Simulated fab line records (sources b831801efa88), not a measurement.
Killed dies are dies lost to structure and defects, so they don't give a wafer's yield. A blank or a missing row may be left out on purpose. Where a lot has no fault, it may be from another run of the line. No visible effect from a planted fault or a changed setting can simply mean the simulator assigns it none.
Problem report, 8D (eight disciplines) form, completed by code    flow sky130    the parts of the form that need people (team, actions taken, sign-off) are left out

1. WHAT WENT WRONG
Mean of run_length_s at SKY_FIELD_ISO_WET_ETCH_21: 384 s across 6 wafers in 2 lots; on wafers with no fault it is 427 s (standard deviation 3.2). Relative to the usual mean, that is a shift of -13 standard deviations.
The step: etches SiO2 in dHF, target depth 20 nm, time 400 s.
The first sign was on wafer L185.2 at day 6 06:53, on wet_bench-01. The record has a number at this step for 39 wafers belonging to 13 lots. Rule for "out", or "out of limits": more than 4 standard deviations from the usual mean. Any other wafer with a number is counted as sound.

2. WHAT IT IS, AND WHAT IT ISN'T
question                     is                      is not
which readings at this step  run_length_s            bath_heat_duty_pct
which lots                   L185, L186              L166, L167, L169, L170, L171, L173, L174, L175, L176, L187, L189
which wafers of those lots   all that have a number  -
read on which tools          wet_bench-01            wet_bench-02, wet_bench-04
when                         from day 6 06:53        up to then (27 sound wafers); but 6 sound wafers of L187, L189 came after

3. WHAT RULES OUT EACH SUSPECT
Counting: a tool at any process step up to the reading remains a suspect when it ran all the lots that are out and ran no sound lot after the first of those.
- wet_bench-01 at SKY_FIELD_ISO_WET_ETCH_21 (etches SiO2 in dHF, target depth 20 nm, time 400 s): kept. Every lot that is out went through it, starting with L185 (day 6 06:53), and after that it ran no sound lot; the last sound lot it ran before then is L176 (day 4 10:09). Out on those wafers are its own readings of run_length_s.
Remaining after the count: wet_bench-01 at SKY_FIELD_ISO_WET_ETCH_21.

4. THE CAUSE (what the simulator had put in)
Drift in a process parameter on wet_bench-01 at SKY_FIELD_ISO_WET_ETCH_21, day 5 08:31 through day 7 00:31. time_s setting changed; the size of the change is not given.
Counting left only this tool.

5. THE EFFECT CHAIN, in route order
One row per reading whose mean, taken over the struck wafers that have a number, lies over 3 standard deviations from the usual. Only readings for which the record gives a usual standard deviation are gone through. hours: the time from each lot's start at the first step in this table that gives one to its start at this step, as a median over the lots. sigmas: the change in usual standard deviations.
hours  step                       reading       usual  on struck wafers  change  sigmas
0      SKY_FIELD_ISO_WET_ETCH_21  run_length_s  427 s  384               -43     -13
The process steps in it:
- SKY_FIELD_ISO_WET_ETCH_21: etches SiO2 in dHF, target depth 20 nm, time 400 s.
Later measuring or inspecting steps at which every struck wafer that the step has a row for has a number for every such reading, and none has moved that far: SKY_LDD_LDN_OVL_MEAS_07.

6. HOW IT WOULD HAVE BEEN CAUGHT EARLIER
In this record no reading fell out of limits until day 6 06:53, 22 hours after the fault had begun at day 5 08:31.
